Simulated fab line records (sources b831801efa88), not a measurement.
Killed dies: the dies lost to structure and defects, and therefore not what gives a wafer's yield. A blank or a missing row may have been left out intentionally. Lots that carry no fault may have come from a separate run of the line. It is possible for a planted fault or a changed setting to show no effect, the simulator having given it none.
Which tool was responsible? / flow sky130 / route of 708 steps, sampled at 1 step: 11 lots, 33 wafers

== WHAT THE GAUGES SHOWED, per wafer ==
SKY_SONOS_ONO_CD_MEAS_13: target cd 410 nm.
lot=L333; measured=day 14 20:26; on=cd sem-01; cd nm (nm)=412.7 412.3 410.3
lot=L335; measured=day 14 22:19; on=cd sem-01; cd nm (nm)=411.2 409.3 408.8
lot=L334; measured=day 14 22:27; on=cd sem-01; cd nm (nm)=408.9 409.9 409.7
lot=L338; measured=day 15 01:01; on=cd sem-01; cd nm (nm)=407.7 410.1 410.4
lot=L340; measured=day 15 02:47; on=cd sem-01; cd nm (nm)=411.9 412.5 410.7
lot=L343; measured=day 21 04:26; on=cd sem-01; cd nm (nm)=407.7 412.2 410.1
lot=L348; measured=day 21 20:52; on=cd sem-02; cd nm (nm)=410.2 408.8 410.5
lot=L347; measured=day 21 22:38; on=cd sem-02; cd nm (nm)=411.7 415.5 414.6
lot=L345; measured=day 22 01:07; on=cd sem-01; cd nm (nm)=409.5 409.3 409.6
lot=L352; measured=day 22 06:10; on=cd sem-01; cd nm (nm)=411.3 411.7 411.7
lot=L351; measured=day 22 08:40; on=cd sem-01; cd nm (nm)=407.7 408.6 409.5

== TOOL THAT RAN EACH LOT (tool first, then ch and the chambers of the sampled wafers, then the start) ==
The record shows no process step preceding these readings.

== THE ANSWER, worked out from the rows above alone ==
Rule: usual is defined by the lots themselves. Put in order of their means at a reading, lots are off if they are a third of the lots or fewer, leave a main group of 4 or more, and stand apart from it by a gap of 3 or more times the standard deviation of the main group's means; of several such gaps the widest counts. If all means in a main group match to the digits the tables above print for the reading, that group is not used. Also off: a lot with no number at a reading for which 4 or more lots have one. All remaining lots with rows at the step are treated as sound.
None of the lots is off at any reading shown; this tells nothing.

== WHAT THE SIMULATOR HAD PUT IN ==
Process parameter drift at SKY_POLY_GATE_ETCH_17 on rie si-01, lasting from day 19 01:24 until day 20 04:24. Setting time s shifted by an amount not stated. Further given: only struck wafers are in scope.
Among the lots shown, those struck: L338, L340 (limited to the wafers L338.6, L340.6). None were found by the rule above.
